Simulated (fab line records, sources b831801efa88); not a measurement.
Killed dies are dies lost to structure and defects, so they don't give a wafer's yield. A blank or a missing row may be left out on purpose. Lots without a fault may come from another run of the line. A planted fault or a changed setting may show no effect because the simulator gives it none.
Problem report in the 8D (eight disciplines) form, filled by code | flow gf180mcu | the parts of the form that need people (team, actions taken, sign-off) are left out

1. THE PROBLEM
tube_center_temp_C at GF_DUAL_GATE_OXIDATION_02 reads a mean of 896.08 C on 9 wafers of 3 lots; wafers without a fault read 900.01 C with a standard deviation of 0.086. That is -46 standard deviations from the usual mean.
The step: stabilise 600 s, purge 300 s, target thk 10.887 nm.
First seen on wafer L162.4, day 11 01:17, on furnace-02. The record holds 42 wafers of 14 lots with a number at this step. Rule for "out", or "out of limits": more than 4 standard deviations from the usual mean. The other wafers with a number count as sound.

2. WHAT IT IS AND WHAT IT IS NOT
question                    | is                                         | is not
which readings at this step | tube_center_temp_C, tube_center_temp_C_max | -
which lots                  | L162, L163, L165                           | L151, L152, L153, L154, L155, L156, L157, L159, L164, L167, L172
which wafers of those lots  | all that have a number                     | -
read on which tools         | furnace-02                                 | furnace-01
when                        | from day 11 01:17                          | up to then (24 sound wafers); but 9 sound wafers of L164, L167, L172 came after

3. SUSPECTS, AND WHAT RULES EACH OUT
Counting: a tool at a process step up to the reading stays a suspect if it ran every lot that is out and no sound lot after the first of them.
- furnace-02 at GF_DUAL_GATE_OXIDATION_02 (stabilise 600 s, purge 300 s, target thk 10.887 nm): kept. It ran every lot that is out, first L162 (day 11 01:17), and no sound lot after that; its last sound lot up to then is L159 (day 10 01:59). Its own readings are out on those wafers: tube_center_temp_C, tube_center_temp_C_max.
Left after counting: furnace-02 at GF_DUAL_GATE_OXIDATION_02.

4. THE CAUSE (what the simulator had put in)
Process parameter drift: furnace-02, from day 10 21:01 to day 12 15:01, at GF_DUAL_GATE_OXIDATION_02. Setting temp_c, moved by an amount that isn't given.
Counting left only this tool.

5. THE CHAIN OF EFFECTS, in route order
Each row: a reading whose mean over the struck wafers that have a number lies more than 3 standard deviations from the usual. Only readings for which the record gives a usual standard deviation are gone through. hours: the time from each lot's start at the first step in this table that gives one to its start at this step, as a median over the lots. sigmas: the change in usual standard deviations.
hours | step                      | reading                | usual    | on struck wafers | change | sigmas
0     | GF_DUAL_GATE_OXIDATION_02 | spike_tc_bottom_C      | 918.0 C  | 913.7            | -4.3   | -4.3
0     | GF_DUAL_GATE_OXIDATION_02 | spike_tc_centre_C      | 900.9 C  | 896.6            | -4.3   | -4.3
0     | GF_DUAL_GATE_OXIDATION_02 | spike_tc_upper_C       | 899.6 C  | 895.9            | -3.7   | -3.1
0     | GF_DUAL_GATE_OXIDATION_02 | tube_center_temp_C     | 900.01 C | 896.08           | -3.93  | -46
0     | GF_DUAL_GATE_OXIDATION_02 | tube_center_temp_C_max | 902.4    | 898.2            | -4.2   | -10
The process steps in it:
- GF_DUAL_GATE_OXIDATION_02: stabilise 600 s, purge 300 s, target thk 10.887 nm.
Later measuring or inspecting steps at which every struck wafer that the step has a row for has a number for every such reading, and none has moved that far: GF_HV_LDD_TW_MEAS_50.

6. WHAT WOULD HAVE CAUGHT IT SOONER
In this record the first reading out of limits was taken at day 11 01:17, 4 hours after the fault began at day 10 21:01.
